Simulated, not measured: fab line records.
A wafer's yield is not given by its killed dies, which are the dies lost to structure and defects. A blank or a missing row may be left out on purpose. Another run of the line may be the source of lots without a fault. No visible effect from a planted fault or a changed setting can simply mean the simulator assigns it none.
Comparing a struck lot with a sound one :: flow sfqLine :: 14 steps out of a route of 325
Sound: wafers L493.2, L493.3, L493.5. Struck: wafers L511.2, L511.3, L511.4. At the end, the cause is stated.
Per side, at each step with rows, come the tool, then ch with its chambers, and then its first start. Under that, the readings that differ: sound wafers :: struck wafers :: difference of the means :: sigmas: that difference in standard deviations of wafers without a fault.
alike: words and numbers the same on both sides, and readings whose means are apart by under 2 such deviations; not compared: readings that were withheld, readings missing a value for some wafer, numbers with overlapping values and no deviation given by the record, and bounds like >300 which may hide the same value.
The two part at a step that has a row with sigmas, a row that says differs or no value, or rows on one side only. Numbers that have no deviation but don't overlap get no sigmas and don't part them. Lack of a reading on every wafer of one side parts them only where that side has two or more wafers.

first, 4 steps without rows for these wafers: SFQ_TRILAYER_M5_LITHO_SOFTBAKE_127; SFQ_TRILAYER_M5_LITHO_EXPOSE_124 (exposes mask M5, target cd 700 nm); SFQ_TRILAYER_M5_LITHO_PEB_126 (peb time 60 s); SFQ_TRILAYER_M5_LITHO_DEVELOP_125 (time 60 s).
SFQ_M5_OVL_MEAS_932:
  sound on overlay-02 at day 58 01:20; struck on overlay-01 at day 63 20:07
  alike: M5_OVL
SFQ_TRILAYER_M5_BARC_OPEN_METAL_ETCH_161: etches BARC in O2, target depth 125 nm, time 41.7 s.
  sound on rieMetal-03 ch 0,1, day 58 01:22; struck on rieMetal-01 ch 0,1, day 63 20:08
  alike: drypumpMotorCurrentA, heBacksideLeakSccm, oesProductAu
  not compared: rfHoursCounterH
SFQ_TRILAYER_M5_ETCH_METAL_ETCH_126: etches Nb in Cl2/BCl3, stops on SiO2, time 203.2 s, target depth 265 nm.
  sound on rieMetal-03 ch 0,1, day 58 01:25; struck on rieMetal-01 ch 0,1, day 63 20:12
reading: heBacksideLeakSccm (sccm)
sound: 3.22 3.18 3.42
struck: 3.63 3.80 3.76
difference: +0.46
sigmas: +2
  alike: drypumpMotorCurrentA, oesProductAu
  not compared: rfHoursCounterH
then, 3 steps without rows for these wafers: SFQ_TRILAYER_M5_STRIP_STRIP_127 (strips in O2); SFQ_TRILAYER_M5_STRIP_SOLV_CLEAN_128 (cleans in NMP, time 600 s); SFQ_TRILAYER_A5B_DEP_PECVD_129 (deposits SiO2 from SiH4/N2O, time 133.33 s, target thk 600 nm).
SFQ_TRILAYER_A5B_CMP_CMP_130: polishes, stops on Nb, target thk 340.7 nm.
  sound on cmp-01 ch 1,3, day 58 05:34; struck on cmp-02 ch 0,2,3, day 63 21:16
  alike: motorCurrentA, platenRpm, slurryFlowMlMin
SFQ_TRILAYER_A5B_METRO_MEASURE_131:
  sound on filmMetro-02 at day 58 08:28; struck on filmMetro-03 at day 64 00:28
reading: thkNm (nm)
sound: 340 333 341
struck: 349 342 358
difference: +12
sigmas: +2
SFQ_TRILAYER_R5_DEP_SPUTTER_132: material Ti, target thk 5 nm, time 5 s.
  sound on pvdSputter-05 at day 58 09:28; struck on pvdSputter-03 at day 64 01:28
reading: model.Ti_of_TRILAYER_R5_DEP_SPUTTER_132.thkNm (nm)
sound: 4.96 4.953 4.894
struck: 4.544 4.748 4.578
difference: -0.312
sigmas: 
  alike: throttleValvePct
SFQ_TRILAYER_R5_DEP_SPUTTER_133: material MoNx, target thk 40 nm, time 66.7 s.
  sound on pvdSputter-05 at day 58 09:29; struck on pvdSputter-03 at day 64 01:29
  alike: throttleValvePct

## WHERE THEY PART
Earliest at SFQ_TRILAYER_M5_ETCH_METAL_ETCH_126; latest, in this record, at SFQ_TRILAYER_A5B_METRO_MEASURE_131. Later steps at which nothing parts them and some readings are alike: SFQ_TRILAYER_R5_DEP_SPUTTER_132, SFQ_TRILAYER_R5_DEP_SPUTTER_133.

WHY: whatever the simulator had introduced
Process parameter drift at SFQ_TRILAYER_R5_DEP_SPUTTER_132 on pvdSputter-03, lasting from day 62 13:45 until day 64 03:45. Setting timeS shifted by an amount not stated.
